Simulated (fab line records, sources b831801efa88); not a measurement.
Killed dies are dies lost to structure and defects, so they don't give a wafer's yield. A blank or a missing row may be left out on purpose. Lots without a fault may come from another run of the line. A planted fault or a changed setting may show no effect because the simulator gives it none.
fab line records | flow sky130
record lots=7 wafers=21 last_day=50
route steps=708 shown METAL1@441 PAD_OPEN@708
lots that met no fault: from a run of the same line without faults
start_h: hours from the record's first day to the start of the lot's first wafer shown | wait_h: hours since the lot's step before | " the same as in the row above | L1.1+2: a row that stands for several wafers | - no value, or no start given | * or withheld: withheld | < > ~ a bound
route shown NAME@n: a module of which the file shows steps, and the number in the route of the first | usual: mean/standard deviation of fault-free wafers | same: alike in all rows | chamber/n: place in a boat | sites: the reading at each site | _std_site: their standard deviation | _edge_site: outer sites' mean less inner sites' | radius_mm: how far each site lies from the wafer's centre | mask NAME#n: copy n | behind: the tool/chamber that last shaped the wafer | hold: why the lot was held/for how many hours/how that ended | device: the transistor (n, p or np) that didn't switch | end of line: the same wafers' tests at the end of the route | a step without rows: its recipe alone | killed: dies lost to structure and defects at the first sort, not the wafer's yield | map: a wafer's dies, x killed, . not, _ none there
set.NAME: the setting as run; set.NAME@STEP: as run at that earlier step | model.NAME: the simulator's own value behind a step, which no gauge read
lots at some steps of the route; a table a step, a row a wafer
services: from which hour (start_h, from the record's first day; less than 0 if before it) a tool's chamber was out of use, for how many hours, and why
## steps
# step SKY_METAL1_DEHYDRATE_07
# recipe temp_c=200 time_s=60
# step SKY_METAL1_HMDS_08
# recipe prime_time_s=60 prime_temp_c=120
# step SKY_METAL1_COAT_09
# recipe resist=BARC temp_c=withheld time_s=withheld spin_rpm=3000 resist_thk_nm=60
# step SKY_METAL1_COAT_10
# recipe resist=KrF-thick spin_rpm=3000 resist_thk_nm=450
# step SKY_METAL1_SOFTBAKE_11
# recipe temp_c=100 time_s=90 resist=KrF-thick
# step SKY_METAL1_EXPOSE_12
# recipe mask_id=MM1 na=0.8 source_shape=annular sigma_inner=0.55 sigma_outer=0.85 target_cd_nm=140 dose_mj=28
# step SKY_METAL1_PEB_13
# recipe peb_temp_c=withheld peb_time_s=withheld resist=KrF-thick
# step SKY_METAL1_DEVELOP_14
# recipe develop_time_s=60 resist=KrF-thick dev_temp_c=21
# step SKY_METAL1_CD_MEAS_15
# recipe target_cd_nm=140
# usual cd_nm=140.2/1.6
# columns lot.wafer tool chamber start_h wait_h cd_nm
L649.2 cd_sem-02 - 776.89 - 139.7
L649.4 " - " " 139.9
L649.6 " - " " 141.5
L653.1 cd_sem-02 - 810.18 - 139.9
L653.2 " - " " 142.9
L653.6 " - " " 140.2
L654.4 cd_sem-01 - 818.13 - 140.0
L654.5 " - " " 140.2
L654.6 " - " " 138.9
L655.2 cd_sem-02 - 821.35 - 141.0
L655.4 " - " " 139.9
L655.5 " - " " 139.7
L664.4 cd_sem-02 - 894.83 - 140.0
L664.5 " - " " 138.2
L664.6 " - " " 139.4
L665.1 cd_sem-02 - 907.92 - 138.8
L665.5 " - " " 139.0
L665.6 " - " " 138.8
L670.1 cd_sem-01 - 934.02 - 141.2
L670.2 " - " " 140.0
L670.3 " - " " 140.5
# step SKY_METAL1_OVL_MEAS_16
# usual METAL1_OVL=0/6.7
# columns lot.wafer tool chamber start_h wait_h METAL1_OVL[nm]
L649.2 overlay-01 - 777.00 0.1 2
L649.4 " - " " 2
L649.6 " - " " 7
L653.1 overlay-01 - 810.30 0.1 1
L653.2 " - " " 0
L653.6 " - " " -5
L654.4 overlay-01 - 818.21 0.1 -9
L654.5 " - " " -9
L654.6 " - " " -14
L655.2 overlay-01 - 821.46 0.1 3
L655.4 " - " " 0
L655.5 " - " " 9
L664.4 overlay-02 - 894.93 0.1 5
L664.5 " - " " 13
L664.6 " - " " 9
L665.1 overlay-01 - 908.04 0.1 -1
L665.5 " - " " -6
L665.6 " - " " -3
L670.1 overlay-02 - 934.14 0.1 3
L670.2 " - " " 7
L670.3 " - " " 7
# step SKY_METAL1_DESCUM_17
# recipe chemistry=O2 source_power_w=150 bias_power_w=0 pressure_mtorr=10 temp_c=40 time_s=8
# usual drypump_motor_current_A=6.3/0.44 oes_product_au=1.003/0.011
# columns lot.wafer tool chamber start_h wait_h drypump_motor_current_A oes_product_au rf_hours_counter_h
L649.2 rie_metal-04 1 777.03 0.0 6.7 1.009 5
L649.4 " 1 " " 6.7 1.006 -
L649.6 " 0 " " 6.4 1.017 -
L653.1 rie_metal-03 1 810.34 0.0 6.1 1.011 4
L653.2 " 0 " " 5.4 0.988 14
L653.6 " 0 " " 5.5 0.995 -
L654.4 rie_metal-03 0 818.23 0.0 5.5 0.987 -
L654.5 " 1 " " 6.1 1.000 -
L654.6 " 0 " " 5.4 0.985 -
L655.2 rie_metal-03 0 821.49 0.0 5.4 0.994 15
L655.4 " 1 " " 6.1 1.012 -
L655.5 " 1 " " 6.1 0.998 -
L664.4 rie_metal-03 0 894.96 0.0 5.4 0.988 -
L664.5 " 1 " " 6.1 1.002 -
L664.6 " 0 " " 5.5 0.981 -
L665.1 rie_metal-02 0 908.08 0.0 6.0 0.994 17
L665.5 " 0 " " 6.0 0.978 -
L665.6 " 1 " " 6.6 1.001 -
L670.1 rie_metal-04 1 934.18 0.0 6.7 1.014 12
L670.2 " 0 " " 6.4 1.012 13
L670.3 " 1 " " 6.7 1.004 -
# step SKY_METAL1_ETCH_18
# recipe chemistry=N2/H2 target=BARC ion_energy_ev=200 bias_w=100 pressure_mtorr=30 n2_flow_sccm=100 h2_flow_sccm=200 icp_w=500 stop_on=SiO2 time_s=45.9 target_depth_a=600
# usual drypump_motor_current_A=6.3/0.45 oes_product_au=0.855/0.0049 throttle_valve_pct=13.225/0.0095
# columns lot.wafer tool chamber start_h wait_h drypump_motor_current_A oes_product_au rf_hours_counter_h throttle_valve_pct
L649.2 rie_metal-04 1 777.06 0.0 6.7 0.855 6 13.225
L649.4 " 1 " " 6.7 0.845 - 13.220
L649.6 " 0 " " 6.4 0.855 - 13.210
L653.1 rie_metal-03 1 810.37 0.0 6.1 0.859 4 13.228
L653.2 " 0 " " 5.4 0.857 14 13.235
L653.6 " 0 " " 5.4 0.856 - 13.230
L654.4 rie_metal-03 0 818.28 0.0 5.4 0.849 - 13.208
L654.5 " 1 " " 6.1 0.856 - 13.231
L654.6 " 0 " " 5.4 0.852 - 13.208
L655.2 rie_metal-03 0 821.52 0.0 5.4 0.849 15 13.228
L655.4 " 1 " " 6.1 0.853 - 13.230
L655.5 " 1 " " 6.1 0.848 - 13.234
L664.4 rie_metal-03 0 895.00 0.0 5.4 0.860 - 13.228
L664.5 " 1 " " 6.1 0.859 - 13.203
L664.6 " 0 " " 5.4 0.858 - 13.223
L665.1 rie_metal-02 0 908.11 0.0 6.0 0.857 17 13.223
L665.5 " 0 " " 6.0 0.865 - 13.226
L665.6 " 1 " " 6.6 0.861 - 13.223
L670.1 rie_metal-04 1 934.21 0.0 6.7 0.852 12 13.221
L670.2 " 0 " " 6.4 0.858 13 13.237
L670.3 " 1 " " 6.7 0.859 - 13.225
# step SKY_METAL1_METAL_ETCH_19
# recipe target_depth_a=3600 stop_on=SiO2 over_etch_frac=0.3 time_s=78 chemistry=Cl2/BCl3 resist_sidewall_deg=88 pressure_mtorr=10 icp_w=900 bias_w=48.5 Cl2_flow_sccm=60 bcl3_flow_sccm=30
# usual drypump_motor_current_A=6.3/0.44 oes_product_au=0.855/0.0063 over_etch_frac=0.3/0 throttle_valve_pct=22.265/0.0088
# columns lot.wafer tool chamber start_h wait_h drypump_motor_current_A oes_product_au over_etch_frac rf_hours_counter_h throttle_valve_pct model.KrF-thick_of_METAL1_COAT_10.thk_nm model.METAL1.cd_nm model.SiO2_of_CONTACT_HDPCVD_02.thk_nm
L649.2 rie_metal-04 1 777.12 0.0 6.7 0.864 0.3 6 22.255 155.1 137.8 325
L649.4 " 1 " " 6.8 0.861 0.3 - 22.265 155.4 137.6 326.7
L649.6 " 0 " " 6.4 0.853 0.3 - 22.272 152.7 142.3 326
L653.1 rie_metal-03 1 810.43 0.0 6.1 0.842 0.3 4 22.272 155.9 139.4 324.5
L653.2 " 0 " " 5.4 0.760 0.59238 14 22.267 109.7 138 322.5
L653.6 " 0 " " 5.4 0.860 0.3 - 22.272 162.7 141 327.2
L654.4 rie_metal-03 0 818.35 0.1 5.4 0.767 0.59238 - 22.269 109.3 133.2 324.7
L654.5 " 1 " " 6.1 0.773 0.59238 - 22.265 103 133 323.6
L654.6 " 0 " " 5.4 0.850 0.3 - 22.264 163.6 139.1 327.1
L655.2 rie_metal-03 0 821.58 0.0 5.4 0.776 0.59238 15 22.268 110.3 134.3 325.1
L655.4 " 1 " " 6.1 0.764 0.59238 - 22.256 103.6 134.7 325.6
L655.5 " 1 " " 6.1 0.774 0.59238 - 22.272 101.4 136.2 322.5
L664.4 rie_metal-03 0 895.07 0.1 5.4 0.859 0.3 - 22.274 163.1 141.6 327.2
L664.5 " 1 " " 6.1 0.859 0.3 - 22.267 155.9 138.5 325.4
L664.6 " 0 " " 5.5 0.849 0.3 - 22.270 162.2 140.9 325.4
L665.1 rie_metal-02 0 908.17 0.0 6.0 0.854 0.3 17 22.275 166.2 137.8 328.8
L665.5 " 0 " " 6.0 0.866 0.3 - 22.266 166.7 137.3 326.8
L665.6 " 1 " " 6.7 0.854 0.3 - 22.283 164.9 139.7 328.6
L670.1 rie_metal-04 1 934.27 0.0 6.7 0.854 0.3 12 22.253 158.1 137.7 326.8
L670.2 " 0 " " 6.4 0.863 0.3 13 22.264 154.5 142.4 325.4
L670.3 " 1 " " 6.7 0.854 0.3 - 22.272 157.1 138.4 325.5
# step SKY_METAL1_STRIP_20
# recipe chemistry=O2/N2 power_w=1400 pressure_mtorr=1500 platen_temp_c=withheld o2_flow_sccm=3000 n2_flow_sccm=300 overash_fraction=0.5
# usual drypump_motor_current_A=5.7/0.34 oes_product_au=0.343/0.0055 strip_time_to_endpoint_s=2.69/0.061
# columns lot.wafer tool chamber start_h wait_h drypump_motor_current_A oes_product_au rf_hours_counter_h strip_time_to_endpoint_s
L649.2 plasma_asher-02 1 777.21 0.1 5.2 0.350 66 2.66
L649.4 " 1 " " 5.2 0.337 - 2.66
L649.6 " 0 " " 6.3 0.340 - 2.62
L653.1 plasma_asher-01 0 810.60 0.1 5.4 0.334 40 2.67
L653.2 " 1 " " 5.8 0.313 40 2.17
L653.6 " 1 " " 5.8 0.342 - 2.73
L654.4 plasma_asher-04 0 818.44 0.1 6.0 0.329 - 2.15
L654.5 " 0 " " 6.0 0.317 - 2.07
L654.6 " 1 " " 5.5 0.346 - 2.75
L655.2 plasma_asher-02 1 821.67 0.1 5.2 0.328 69 2.16
L655.4 " 1 " " 5.2 0.319 - 2.08
L655.5 " 0 " " 6.3 0.319 - 2.05
L664.4 plasma_asher-02 0 895.16 0.1 6.3 0.345 - 2.76
L664.5 " 0 " " 6.3 0.342 - 2.66
L664.6 " 1 " " 5.2 0.340 - 2.72
L665.1 plasma_asher-02 1 908.26 0.1 5.2 0.347 77 2.77
L665.5 " 1 " " 5.1 0.344 - 2.78
L665.6 " 0 " " 6.3 0.341 - 2.77
L670.1 plasma_asher-04 1 934.36 0.1 5.5 0.339 17 2.68
L670.2 " 0 " " 6.0 0.342 17 2.65
L670.3 " 1 " " 5.5 0.342 - 2.66
# step SKY_METAL1_STRIP_21
# recipe chemistry=post_etch_residue_remover time_s=1200 temp_c=72.5
# step SKY_PAD_OPEN_PROBE_99
# usual defect_limited_yield=82.4/1.9 killed_at_M0_to_M3=44/7.5 killed_at_M4_up=3.2/1.9 killed_at_contacts=23/4.7 killed_at_front_end=15/4.7 killed_at_other=0.4/0.66 killed_dies=87/9.3 killed_open=47/7.2 killed_short=39/6.5 sort_bin_3_pad_short=0.8/0.39 sort_bin_5_function=10.5/1.4 sort_bin_6_memory=6.3/1.2 sort_n_pass=405/9.3 sort_yield_pct=82.4/1.9
# same gross_dies=492 killed_at_back_side=0 sort_bin_4_leakage[%]=0 sort_bin_8_speed[%]=0
# columns lot.wafer tool chamber start_h wait_h defect_limited_yield[%] killed_at_M0_to_M3 killed_at_M4_up killed_at_contacts killed_at_front_end killed_at_other killed_dies killed_open killed_short sort_bin_3_pad_short[%] sort_bin_5_function[%] sort_bin_6_memory[%] sort_n_pass sort_yield_pct[%] model.etest.met1.width_nm model.etest.met1.line_ohm_um
L649.2 prober-02 - 1086.09 0.1 80.1 47 5 27 19 0 98 45 53 0.6 10.4 8.9 394 80.1 139.4 0.8999
L649.4 prober-02 - 1086.19 0.2 81.5 45 2 30 14 0 91 43 48 1.0 8.9 8.5 401 81.5 135.4 0.9442
L649.6 prober-02 - 1086.29 0.2 83.7 47 1 19 13 0 80 47 33 1.0 8.5 6.7 412 83.7 144.4 0.8842
L653.1 prober-02 - 1112.09 0.1 86.6 34 0 21 11 0 66 43 23 0.2 7.9 5.3 426 86.6 141.6 0.8807
L653.2 prober-02 - 1112.14 0.1 83.5 45 2 25 9 0 81 41 40 0.4 10.2 5.9 411 83.5 139.8 0.9079
L653.6 prober-02 - 1112.34 0.2 82.5 43 5 26 12 0 86 44 42 0.8 10.4 6.3 406 82.5 143.8 0.8924
L654.4 prober-01 - 1116.04 0.2 85.2 38 3 20 12 0 73 44 29 0.8 8.7 5.3 419 85.2 132.9 0.9651
L654.5 prober-01 - 1116.09 0.2 84.1 49 4 13 12 0 78 33 45 0.8 7.9 7.1 414 84.1 135.7 0.9286
L654.6 prober-01 - 1116.14 0.2 82.7 50 1 22 12 0 85 48 37 1.4 10.6 5.3 407 82.7 139.2 0.9177
L655.2 prober-02 - 1131.05 0.1 82.7 43 3 23 14 2 85 47 36 0.4 11.6 5.3 407 82.7 133 0.965
L655.4 prober-02 - 1131.15 0.2 81.7 43 9 29 8 1 90 58 32 0.6 11.4 6.3 402 81.7 133.6 0.9758
L655.5 prober-02 - 1131.20 0.2 82.3 47 5 26 9 0 87 50 37 1.8 9.1 6.7 405 82.3 133.5 0.9705
L664.4 prober-02 - 1173.63 0.2 80.7 58 6 20 11 0 95 51 44 1.2 11.4 6.7 397 80.7 142.1 0.9087
L664.5 prober-02 - 1173.68 0.2 81.9 42 2 27 18 0 89 56 32 0.6 10.0 7.5 403 81.9 133.1 0.9667
L664.6 prober-02 - 1173.73 0.2 82.7 36 2 28 18 1 85 43 40 0.8 10.6 5.9 407 82.7 141.7 0.9224
L665.1 prober-02 - 1180.60 0.1 81.5 39 3 28 20 1 91 49 42 0.8 9.6 8.1 401 81.5 137.5 0.9251
L665.5 prober-02 - 1180.80 0.2 86.2 31 0 18 19 0 68 29 39 0.8 8.3 4.7 424 86.2 134.5 0.9425
L665.6 prober-02 - 1180.85 0.2 79.7 46 2 30 21 1 100 57 43 1.4 11.6 7.3 392 79.7 135 0.9494
L670.1 prober-02 - 1199.69 0.1 84.3 38 5 22 12 0 77 31 46 0.2 8.5 6.9 415 84.3 138.4 0.953
L670.2 prober-02 - 1199.74 0.1 82.5 43 0 27 16 0 86 44 38 0.8 8.9 7.7 406 82.5 143.3 0.8939
L670.3 prober-02 - 1199.79 0.2 85.4 29 2 25 16 0 72 36 36 0.8 8.9 4.9 420 85.4 142.6 0.9212
# killed by level:class
L649.2 VIA1:geometric_particle:open=12 POLY_GATE:geometric_particle:open=8 METAL3:geometric_particle:short=7 CONTACT:geometric_particle:short=7 LI_CONTACT:geometric_particle:open=7 CONTACT:geometric_particle:open=7 VIA3:geometric_particle:open=6 LOCAL_INTERCONNECT:geometric_particle:short=5
L649.4 CONTACT:geometric_particle:open=11 METAL2:geometric_particle:short=9 VIA1:geometric_particle:open=8 VIA1:geometric_particle:short=6 CONTACT:geometric_particle:short=6 VIA2:geometric_particle:open=5 LOCAL_INTERCONNECT:geometric_particle:short=5 POLY_GATE:geometric_particle:short=4
L649.6 VIA1:geometric_particle:open=14 VIA2:geometric_particle:open=9 VIA1:geometric_particle:short=8 CONTACT:geometric_particle:short=7 VIA3:geometric_particle:open=6 CONTACT:geometric_particle:open=5 FIELD_ISO:geometric_particle:open=4 LI_CONTACT:geometric_particle:open=4
L653.1 VIA1:geometric_particle:open=10 CONTACT:geometric_particle:open=9 LI_CONTACT:geometric_particle:open=7 POLY_GATE:geometric_particle:open=5 VIA3:geometric_particle:open=5 VIA2:geometric_particle:open=5 POLY_GATE:geometric_particle:short=4 LOCAL_INTERCONNECT:geometric_particle:short=3
L653.2 VIA1:geometric_particle:open=15 CONTACT:geometric_particle:short=8 CONTACT:geometric_particle:open=8 VIA1:geometric_particle:short=7 METAL3:geometric_particle:short=6 METAL1:geometric_particle:short=4 METAL2:geometric_particle:short=4 VIA2:geometric_particle:open=4
L653.6 VIA1:geometric_particle:open=15 LI_CONTACT:geometric_particle:open=9 CONTACT:geometric_particle:open=8 VIA1:geometric_particle:short=6 METAL2:geometric_particle:short=6 VIA2:geometric_particle:open=5 CONTACT:geometric_particle:short=4 METAL4:geometric_particle:short=4
L654.4 VIA1:geometric_particle:open=11 VIA2:geometric_particle:open=8 LI_CONTACT:geometric_particle:open=6 CONTACT:geometric_particle:open=6 FIELD_ISO:geometric_particle:open=5 VIA2:geometric_particle:short=4 SPACER:geometric_particle:short=3 LI_CONTACT:geometric_particle:short=3
L654.5 VIA1:geometric_particle:open=14 METAL2:geometric_particle:short=8 METAL1:geometric_particle:short=7 VIA2:geometric_particle:open=7 LOCAL_INTERCONNECT:geometric_particle:short=5 VIA1:geometric_particle:short=5 METAL4:geometric_particle:short=4 LI_CONTACT:geometric_particle:open=4
L654.6 VIA1:geometric_particle:open=13 CONTACT:geometric_particle:open=10 VIA2:geometric_particle:open=9 METAL2:geometric_particle:short=6 CONTACT:geometric_particle:short=5 METAL1:geometric_particle:short=4 METAL1:geometric_particle:open=4 VIA1:geometric_particle:short=4
L655.2 VIA1:geometric_particle:open=11 CONTACT:geometric_particle:open=9 POLY_GATE:geometric_particle:short=6 LI_CONTACT:geometric_particle:short=6 VIA2:geometric_particle:open=6 LI_CONTACT:geometric_particle:open=5 VIA3:geometric_particle:open=5 METAL2:geometric_particle:short=4
L655.4 LI_CONTACT:geometric_particle:open=12 VIA1:geometric_particle:open=12 CONTACT:geometric_particle:open=9 VIA2:geometric_particle:open=5 VIA2:geometric_particle:short=4 METAL3:geometric_particle:short=4 VIA3:geometric_particle:open=4 METAL4:geometric_particle:short=4
L655.5 VIA1:geometric_particle:open=11 CONTACT:geometric_particle:open=10 LI_CONTACT:geometric_particle:open=8 VIA2:geometric_particle:open=8 VIA1:geometric_particle:short=6 METAL1:geometric_particle:short=4 METAL2:geometric_particle:short=4 METAL2:geometric_particle:open=4
L664.4 VIA1:geometric_particle:open=11 CONTACT:geometric_particle:open=9 VIA2:geometric_particle:open=9 VIA3:geometric_particle:open=8 CONTACT:geometric_particle:short=6 VIA1:geometric_particle:short=6 METAL2:geometric_particle:short=6 METAL4:geometric_particle:short=5
L664.5 CONTACT:geometric_particle:open=16 VIA3:geometric_particle:open=8 VIA1:geometric_particle:open=8 LI_CONTACT:geometric_particle:open=7 METAL1:geometric_particle:short=7 POLY_GATE:geometric_particle:short=5 VIA1:geometric_particle:short=5 FIELD_ISO:geometric_particle:open=4
L664.6 VIA1:geometric_particle:open=10 CONTACT:geometric_particle:open=8 FIELD_ISO:geometric_particle:open=7 LOCAL_INTERCONNECT:geometric_particle:short=7 VIA3:geometric_particle:open=7 LI_CONTACT:geometric_particle:open=6 FIELD_ISO:geometric_particle:short=5 VIA1:geometric_particle:short=5
L665.1 LOCAL_INTERCONNECT:geometric_particle:short=12 VIA1:geometric_particle:open=11 VIA3:geometric_particle:open=8 LI_CONTACT:geometric_particle:open=7 FIELD_ISO:geometric_particle:open=6 CONTACT:geometric_particle:open=6 FIELD_ISO:geometric_particle:short=5 POLY_GATE:geometric_particle:open=4
L665.5 VIA1:geometric_particle:open=9 FIELD_ISO:geometric_particle:short=7 METAL3:geometric_particle:short=5 LI_CONTACT:geometric_particle:open=4 LOCAL_INTERCONNECT:geometric_particle:short=4 CONTACT:geometric_particle:short=4 METAL1:geometric_particle:short=4 FIELD_ISO:geometric_particle:open=3
L665.6 VIA1:geometric_particle:open=15 LI_CONTACT:geometric_particle:open=9 CONTACT:geometric_particle:open=8 VIA3:geometric_particle:open=7 FIELD_ISO:geometric_particle:open=6 POLY_GATE:geometric_particle:short=6 LOCAL_INTERCONNECT:geometric_particle:short=6 VIA1:geometric_particle:short=5
L670.1 METAL2:geometric_particle:short=10 LOCAL_INTERCONNECT:geometric_particle:short=6 CONTACT:geometric_particle:open=6 METAL1:geometric_particle:short=5 VIA3:geometric_particle:short=5 VIA3:geometric_particle:open=5 FIELD_ISO:geometric_particle:open=4 LI_CONTACT:geometric_particle:open=4
L670.2 FIELD_ISO:geometric_particle:short=9 CONTACT:geometric_particle:open=9 VIA1:geometric_particle:open=9 METAL2:geometric_particle:short=9 VIA3:geometric_particle:open=7 LI_CONTACT:geometric_particle:open=6 FIELD_ISO:geometric_particle:open=4 LI_CONTACT:geometric_particle:short=4
L670.3 VIA1:geometric_particle:open=8 LI_CONTACT:geometric_particle:open=6 VIA3:geometric_particle:open=6 LOCAL_INTERCONNECT:geometric_particle:short=6 CONTACT:geometric_particle:open=6 METAL2:geometric_particle:short=6 POLY_GATE:geometric_particle:short=5 POLY_GATE:geometric_particle:open=4
## services
# columns tool chamber start_h hours kind
plasma_asher-04 - 786.38 6.1 repair
plasma_asher-02 - 787.73 2.8 pm
rie_metal-02 1 798.33 10.3 repair
plasma_asher-02 - 798.73 13.0 repair
plasma_asher-04 - 808.40 8.5 repair
rie_metal-02 - 841.42 2.8 pm
rie_metal-03 1 869.59 1.9 repair
rie_metal-03 0 899.18 - clean
rie_metal-03 0 899.18 18.5 scheduled_down
rie_metal-03 0 899.18 18.5 vent_cycle
plasma_asher-04 - 902.95 12.9 pm
rie_metal-02 0 911.51 - clean
rie_metal-02 0 911.51 18.9 scheduled_down
rie_metal-02 0 911.51 18.9 vent_cycle
rie_metal-04 - 911.98 0.4 repair
## key
first_sign step=SKY_METAL1_METAL_ETCH_19 reading=over_etch_frac direction=up sigmas=99+ usual=0.3 struck=0.59238
effect step=SKY_METAL1_METAL_ETCH_19 reading=oes_product_au direction=down sigmas=14 usual=0.855 struck=0.769
effect step=SKY_METAL1_STRIP_20 reading=strip_time_to_endpoint_s direction=down sigmas=9.4 usual=* struck=*
model_effect step=SKY_METAL1_METAL_ETCH_19 value=KrF-thick_of_METAL1_COAT_10.thk_nm without=158.5 struck=106.2
model_effect step=SKY_PAD_OPEN_PROBE_99 value=etest.met1.width_nm without=140.9 struck=134.8
met_at SKY_METAL1_METAL_ETCH_19
struck_wafers L653.2,L654.4,L654.5,L655.2,L655.4,L655.5
fault kind=process_parameter_drift tool=rie_metal-03 chamber=- onset_h=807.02 steps=SKY_METAL1_METAL_ETCH_19 channel=over_etch_frac offset=0.29238 shape=step end_h=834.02 scope=struck_wafers_only acts_in=these_recipes_only stated=0.3
